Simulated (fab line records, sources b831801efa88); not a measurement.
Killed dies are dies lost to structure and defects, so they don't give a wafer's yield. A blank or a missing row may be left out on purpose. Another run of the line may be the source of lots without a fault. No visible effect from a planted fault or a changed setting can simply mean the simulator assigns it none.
The same fault as seen by 2 desks ; flow sky130 ; each desk has only its own numbers; what lay behind them comes last

== THE TOOL OWNER'S DESK: lithoTrack-04 ==
The tool's own readings at SKY_VT_ADJUST_LVTN_COAT_13 (resist thk 1140 nm): means of the sampled wafers that have a number, for each lot that ran on this tool. The brackets show how far a lot's mean lies from the usual mean; more than 4 standard deviations puts the lot out of limits, marked OUT.
Columns: A = resistLineTempC at SKY_VT_ADJUST_LVTN_COAT_13, usual 22.98 C; B = spinSpeedRpm at SKY_VT_ADJUST_LVTN_COAT_13, usual 3000.2 rpm
lot;first seen here;A;B
L797;day 7 03:39;22.96;2999.8
L805;day 9 11:18;22.91;3001.9
L806;day 9 23:24;22.92;2947.6 (-31) OUT
L807;day 10 03:49;22.89;2948.2 (-31) OUT
L820;day 13 21:48;22.78;2998.4
Finding of this desk: L806, L807 out of limits; the first was L806 at day 9 23:24, on spinSpeedRpm at SKY_VT_ADJUST_LVTN_COAT_13. In limits: L797, L805, L820.

== METROLOGY DESK ==
Lot by lot, what the gauges showed, no matter which tool ran the lot: averages of those sampled wafers that carry a number. The brackets show how far a lot's mean lies from the usual mean; more than 4 standard deviations puts the lot out of limits, marked OUT.
Columns: A = GATE_OXIDE_OXIDATION_00_THK at SKY_GATE_OXIDE_THK_MEAS_02, usual 10.14 nm; B = LDD_LDN_OVL at SKY_LDD_LDN_OVL_MEAS_07, usual -0.5 nm
lot;first seen here;A;B
L797;day 12 11:44;10.02;-0.7
L798;day 13 16:12;10.02;0.3
L799;day 13 16:12;10.17;0.9
L802;day 14 11:35;10.32;-3.1
L805;day 15 13:35;10.06;-2.7
L806;day 15 23:42;10.20;-1.2
L807;day 16 06:39;10.32;-0.6
L813;day 18 11:05;10.09;-0.2
L817;day 20 07:44;10.60;1.6
L819;day 20 17:19;10.09;-0.1
L820;day 20 18:53;10.46;-1.1
This desk's finding: nothing out of limits on any of the 11 lots.

== PUT TOGETHER ==
On L806, L807, at day 9 23:24, an alarm was possible from the tool owner's desk.
Metrology desk: nothing out of limits seen.
The metrology desk has L806, L807 on record, within its limits.
Every lot named ran SKY_VT_ADJUST_LVTN_COAT_13 on lithoTrack-04.

== WHAT HAD BEEN PUT IN BY THE SIMULATOR ==
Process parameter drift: lithoTrack-04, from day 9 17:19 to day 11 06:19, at SKY_VT_ADJUST_LVTN_COAT_13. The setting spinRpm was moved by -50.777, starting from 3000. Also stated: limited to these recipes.
Shown lots that were struck: L806, L807.
Delay in hours, fault start to first out-of-limits reading, by desk: the tool owner's desk at 6.
